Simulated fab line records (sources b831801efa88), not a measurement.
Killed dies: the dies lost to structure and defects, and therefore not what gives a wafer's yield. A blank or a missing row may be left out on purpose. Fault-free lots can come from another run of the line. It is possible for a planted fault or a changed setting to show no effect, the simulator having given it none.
Chamber matching	flow gf180mcu	pecvd-02 running GF_V3_CVD_02: 3 sister chambers
The step deposits SiO2 from TEOS, target thk 850 nm, time 94.851 s. 6 wafers are shown with their chamber, then 12 later ones without.

EACH WAFER AND ITS CHAMBER
wafer	chamber	heater_power_w (W)
L085.6	1	670
L087.4	0	663
L087.5	2	561
L089.1	1	670
L089.2	2	619
L089.3	0	554

WAFERS WITHOUT THEIR CHAMBER
wafer	heater_power_w (W)
L089.4	490
L089.5	624
L089.6	671
L090.2	545
L090.4	608
L090.5	495
L091.1	593
L091.3	598
L091.5	631
L097.1	619
L097.2	593
L097.4	665

WHICH CHAMBER EACH WENT THROUGH
wafer	from the rows above	in truth
L089.4	can't be placed: 2 or 0 or 1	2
L089.5	can't be placed: 0 or 2 or 1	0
L089.6	can't be placed: 1 or 0 or 2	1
L090.2	can't be placed: 2 or 0 or 1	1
L090.4	can't be placed: 0 or 2 or 1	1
L090.5	can't be placed: 2 or 0 or 1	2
L091.1	can't be placed: 2 or 0 or 1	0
L091.3	can't be placed: 2 or 0 or 1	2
L091.5	can't be placed: 0 or 1 or 2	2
L097.1	can't be placed: 0 or 2 or 1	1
L097.2	can't be placed: 2 or 0 or 1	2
L097.4	can't be placed: 1 or 0 or 2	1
Correctly placed: 0 of 12. These rows do not allow placing 12 (true chamber among the candidates in 12). Wrongly placed: 0.
How it was worked out, from the rows above alone: a wafer's distance from a chamber is the root of the sum, over the readings, of the square of ((its reading less the chamber's mean) divided by the reading's scatter). If the next closest chamber is less than 2 further off than the closest, the wafer can't be placed; otherwise it belongs to the closest. The mean given for a chamber averages the wafers shown for that chamber. How the scatter is found: for the shown wafers, subtract from each reading the mean of its chamber, square and add these, divide the total by (wafers less chambers), then take the root.
